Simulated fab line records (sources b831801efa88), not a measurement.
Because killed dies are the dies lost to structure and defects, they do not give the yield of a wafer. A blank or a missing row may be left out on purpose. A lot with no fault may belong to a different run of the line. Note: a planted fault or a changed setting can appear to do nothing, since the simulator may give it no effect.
8D (eight disciplines) problem report, filled in by code	flow gf180mcu	the parts of the form that need people (team, actions taken, sign-off) are left out

== 1. WHAT IS WRONG ==
At GF_V2_CD_MEAS_14, cd nm averages 268.4 nm over 6 wafers from 2 lots, while fault-free wafers read 259.8 nm, standard deviation 1.3. That is +6.6 standard deviations from the usual mean.
The step: target cd 260 nm.
First observed at day 22 15:31: wafer L802.1, on cd sem-02. At this step, 36 wafers from 12 lots have a number in the record. The rule behind "out" and "out of limits": a value lying over 4 standard deviations away from the usual mean. Any other wafer with a number is counted as sound.

== 2. WHAT THIS IS AND IS NOT ==
question	is	is not
which readings at this step	cd nm	-
which lots	L802, L804	L798, L800, L812, L813, L814, L815, L816, L818, L819, L820
which wafers of those lots	all that have a number	-
read on which gauges	cd sem-02	cd sem-01
when	from day 22 15:31	up to then (6 sound wafers); but 24 sound wafers of L812, L813, L814, L815, L816, L818, L819, L820 came after

== 3. WHAT RULES OUT EACH SUSPECT ==
Counting: a tool at any process step up to the reading remains a suspect when it ran all the lots that are out and ran no sound lot after the first of those.
- the gauge at GF_V2_CD_MEAS_14: ruled out. All the wafers that are out were read on cd sem-02, but those of them that GF_V2_SOFTBAKE_10 has rows for are out there too, on other tools.
- litho track-02 at GF_V2_SOFTBAKE_10 (time 60 s): ruled out as a lasting fault. Sound lots L814, L815, L816 ran on it after its first lot that is out, L802 (day 22 03:00).
Left after counting: nothing in the record.

== 4. THE CAUSE (what the simulator had put in) ==
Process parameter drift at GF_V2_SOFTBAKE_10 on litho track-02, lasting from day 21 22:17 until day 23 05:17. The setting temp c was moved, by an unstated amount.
The count ruled it out by mistake, since the rule takes a fault to strike every lot its tool runs from the start of the fault on, and this one did not do so.

== 5. SEQUENCE OF EFFECTS, ordered by route ==
Each row: a reading whose mean over the struck wafers that have a number lies more than 3 standard deviations from the usual. Only readings for which the record gives a usual standard deviation are gone through. hours: the time from each lot's start at the first step in this table that gives one to its start at this step, as a median over the lots. sigmas: the change in usual standard deviations.
hours	step	reading	usual	on struck wafers	change	sigmas
0	GF_V2_SOFTBAKE_10	heater power total W	93.05 W	95.50	+2.45	+40
0	GF_V2_SOFTBAKE_10	plate temp C	129.99 C	132.69	+2.70	+21
12	GF_V2_CD_MEAS_14	cd nm	259.8 nm	268.4	+8.6	+6.6
Its process steps:
- GF_V2_SOFTBAKE_10: time 60 s.

== 6. WHAT WOULD HAVE CAUGHT IT SOONER ==
17 hours passed between the start of the fault at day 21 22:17 and the first reading out of limits at a measuring or inspecting step in this record, taken at day 22 15:31.
Tool's own readings at GF_V2_SOFTBAKE_10, heater power total W, plate temp C: out on all struck wafers the step has rows for; an alarm limit on them would have tripped on the first.
